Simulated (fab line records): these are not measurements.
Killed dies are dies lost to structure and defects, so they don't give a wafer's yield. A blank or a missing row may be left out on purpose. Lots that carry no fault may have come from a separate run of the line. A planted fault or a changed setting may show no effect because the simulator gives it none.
Check for tools in common + flow gf180mcu + 13 lots and 39 wafers in the sample

== WHY THIS WAS OPENED ==
At GF_POLY_GATE_CD_MEAS_10 the reading cdNm is flagged on 1 of 13 lots. Wafers without a fault read 279.9 nm, standard deviation 1.5.
Rule: a lot gets a flag if all its wafers with a number sit over 4 standard deviations from that mean, or if no wafer of it has a number. As for the other lots, they are considered sound.

| lot  | measured     | on       | cdNm (nm), wafer by wafer | flag    |
|------|--------------|----------|---------------------------|---------|
| L430 | day 9 15:26  | cdSem-01 | 279.4 278.8 280.0         |         |
| L431 | day 9 17:13  | cdSem-02 | 281.5 282.0 281.3         |         |
| L432 | day 10 02:32 | cdSem-01 | 278.3 279.3 278.2         |         |
| L433 | day 10 07:35 | cdSem-02 | 276.8 278.0 278.7         |         |
| L434 | day 10 11:36 | cdSem-02 | 279.3 279.1 278.5         |         |
| L441 | day 12 13:32 | cdSem-02 | 265.2 266.1 264.5         | FLAGGED |
| L445 | day 13 14:52 | cdSem-02 | 279.5 280.9 279.0         |         |
| L446 | day 13 18:53 | cdSem-02 | 279.1 277.4 278.0         |         |
| L448 | day 14 10:43 | cdSem-02 | 279.4 279.6 279.3         |         |
| L449 | day 15 00:00 | cdSem-02 | 279.3 278.4 278.7         |         |
| L450 | day 15 05:01 | cdSem-01 | 281.8 280.9 281.3         |         |
| L452 | day 15 20:26 | cdSem-02 | 279.8 279.7 281.1         |         |
| L453 | day 16 00:37 | cdSem-02 | 280.9 281.2 281.2         |         |
The numbers of the flagged lots are 265.3 nm on average: -14.6 nm against the usual, or -10 standard deviations.

== TOOL THAT RAN EACH LOT ==
The record holds 1 process step before the reading, out of a route of 602 steps. Cell contents, in order: the tool; ch with the chambers the sampled wafers went through; the start.
| lot  | flag    | GF_POLY_GATE_EXPOSE_07           |
|------|---------|----------------------------------|
| L430 |         | krfScanner-01 ch 0, day 9 06:50  |
| L431 |         | krfScanner-01 ch 0, day 9 08:51  |
| L432 |         | krfScanner-02 ch 0, day 9 17:53  |
| L433 |         | krfScanner-01 ch 0, day 9 22:49  |
| L434 |         | krfScanner-02 ch 0, day 10 02:58 |
| L441 | FLAGGED | krfScanner-02 ch 0, day 12 03:23 |
| L445 |         | krfScanner-02 ch 0, day 13 05:10 |
| L446 |         | krfScanner-02 ch 0, day 13 09:02 |
| L448 |         | krfScanner-02 ch 0, day 14 01:03 |
| L449 |         | krfScanner-02 ch 0, day 14 13:44 |
| L450 |         | krfScanner-02 ch 0, day 14 18:29 |
| L452 |         | krfScanner-02 ch 0, day 15 09:37 |
| L453 |         | krfScanner-02 ch 0, day 15 14:04 |
What the steps here do:
- GF_POLY_GATE_EXPOSE_07: exposes mask Poly2, target cd 280 nm.
- GF_POLY_GATE_CD_MEAS_10: target cd 280 nm.

== FLAGGED OVER TOTAL, TOOL BY TOOL (the gauges that took the reading come last) ==
| step                    | tool          | lots run | flagged | share of the flagged lots | sound lots run after its first flagged lot |
|-------------------------|---------------|----------|---------|---------------------------|--------------------------------------------|
| GF_POLY_GATE_EXPOSE_07  | krfScanner-01 | 3        | 0       | none                      | -                                          |
| GF_POLY_GATE_EXPOSE_07  | krfScanner-02 | 10       | 1       | all                       | 7 (L445,L446,L448,L449,L450,L452,L453)     |
| GF_POLY_GATE_CD_MEAS_10 | cdSem-01      | 3        | 0       | none                      | -                                          |
| GF_POLY_GATE_CD_MEAS_10 | cdSem-02      | 10       | 1       | all                       | 6 (L445,L446,L448,L449,L452,L453)          |

== THE TABLE: WHAT IT ALLOWS ==
Rows of the table that ran all the flagged lots, 2 in number: krfScanner-02 at GF_POLY_GATE_EXPOSE_07; cdSem-02 at GF_POLY_GATE_CD_MEAS_10.
- krfScanner-02 at GF_POLY_GATE_EXPOSE_07 ran 10 lots, 1 of them flagged. Sound lots followed the first flagged one (L445, L446, L448, L449, L450, L452, L453) on it, something a lasting fault affecting the whole tool could not allow.
- cdSem-02 at GF_POLY_GATE_CD_MEAS_10 ran 10 lots, 1 of them flagged. Sound lots followed the first flagged one (L445, L446, L448, L449, L452, L453) on it, something a lasting fault affecting the whole tool could not allow.
Not one row of the table ran every flagged lot while running no sound lot after the first.

== WHAT WAS PUT IN BY THE SIMULATOR ==
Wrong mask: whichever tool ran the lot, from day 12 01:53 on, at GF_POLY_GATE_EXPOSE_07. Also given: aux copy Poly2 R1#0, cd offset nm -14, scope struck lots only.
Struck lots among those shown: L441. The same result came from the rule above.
